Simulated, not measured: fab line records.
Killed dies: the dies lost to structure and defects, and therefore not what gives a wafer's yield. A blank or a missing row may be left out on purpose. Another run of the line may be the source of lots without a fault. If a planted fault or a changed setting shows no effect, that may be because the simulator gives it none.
Code-filled problem report in 8D (eight disciplines) form || flow sky130 || the parts of the form that need people (team, actions taken, sign-off) are left out

1. THE PROBLEM
Wafers without a fault read 56.60 W, standard deviation 0.052; heater_power_total_W at SKY_CAP2M_SOFTBAKE_08 reads a mean of 54.79 W on 9 wafers belonging to 3 lots. Measured from the usual mean, that is -35 standard deviations.
The step: time 60 s.
Seen first at day 41 10:37 on litho_track-01, wafer L774.2. Wafers with a number at this step in the record: 21, from 7 lots. By rule, "out" or "out of limits" means more than 4 standard deviations away from the usual mean. The other wafers with a number count as sound.

2. WHAT IT IS; WHAT IT IS NOT
{"question": "which readings at this step", "is": "heater_power_total_W, plate_temp_C", "is not": "-"}
{"question": "which lots", "is": "L774, L777, L778", "is not": "L772, L785, L792, L794"}
{"question": "which wafers of those lots", "is": "all that have a number", "is not": "-"}
{"question": "read on which tools", "is": "litho_track-01", "is not": "litho_track-03"}
{"question": "when", "is": "from day 41 10:37", "is not": "up to then (3 sound wafers); but 9 sound wafers of L785, L792, L794 came after"}

3. SUSPECTS, AND WHAT RULES EACH OUT
Counting: a tool at a process step up to the reading stays a suspect if it ran every lot that is out and no sound lot after the first of them.
- litho_track-01 at SKY_CAP2M_SOFTBAKE_08 (time 60 s): kept. All lots that are out passed through it, beginning with L774 at day 41 10:37, and no sound lot followed; its final sound lot before that point was L772 at day 40 09:38. Out on those wafers are its own readings of heater_power_total_W, plate_temp_C.
Left after counting: litho_track-01 at SKY_CAP2M_SOFTBAKE_08.

4. THE CAUSE (what the simulator had put in)
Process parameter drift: litho_track-01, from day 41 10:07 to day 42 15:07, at SKY_CAP2M_SOFTBAKE_08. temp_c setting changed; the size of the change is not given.
This tool alone remained once counting was done.

5. SEQUENCE OF EFFECTS, ordered by route
Each row: a reading whose mean over the struck wafers that have a number lies more than 3 standard deviations from the usual. Scope: only readings with a usual standard deviation given in the record; hours: median across lots of the time from each lot's start at the first step in this table that gives one to its start at this step; sigmas: change in usual standard deviations.
{"hours": 0, "step": "SKY_CAP2M_SOFTBAKE_08", "reading": "heater_power_total_W", "usual": "56.60 W", "on struck wafers": 54.79, "change": -1.81, "sigmas": -35}
{"hours": 0, "step": "SKY_CAP2M_SOFTBAKE_08", "reading": "plate_temp_C", "usual": "90.00 C", "on struck wafers": 87.84, "change": -2.16, "sigmas": -18}
The process steps in it:
- SKY_CAP2M_SOFTBAKE_08: time 60 s.
Later steps that measure or inspect, where all struck wafers having a row at the step show a number for every such reading and not one has moved that far: SKY_CAP2M_OVL_MEAS_12.

6. WHAT WOULD HAVE CAUGHT IT SOONER
In this record no reading fell out of limits until day 41 10:37, 0 hours after the fault had begun at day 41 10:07.
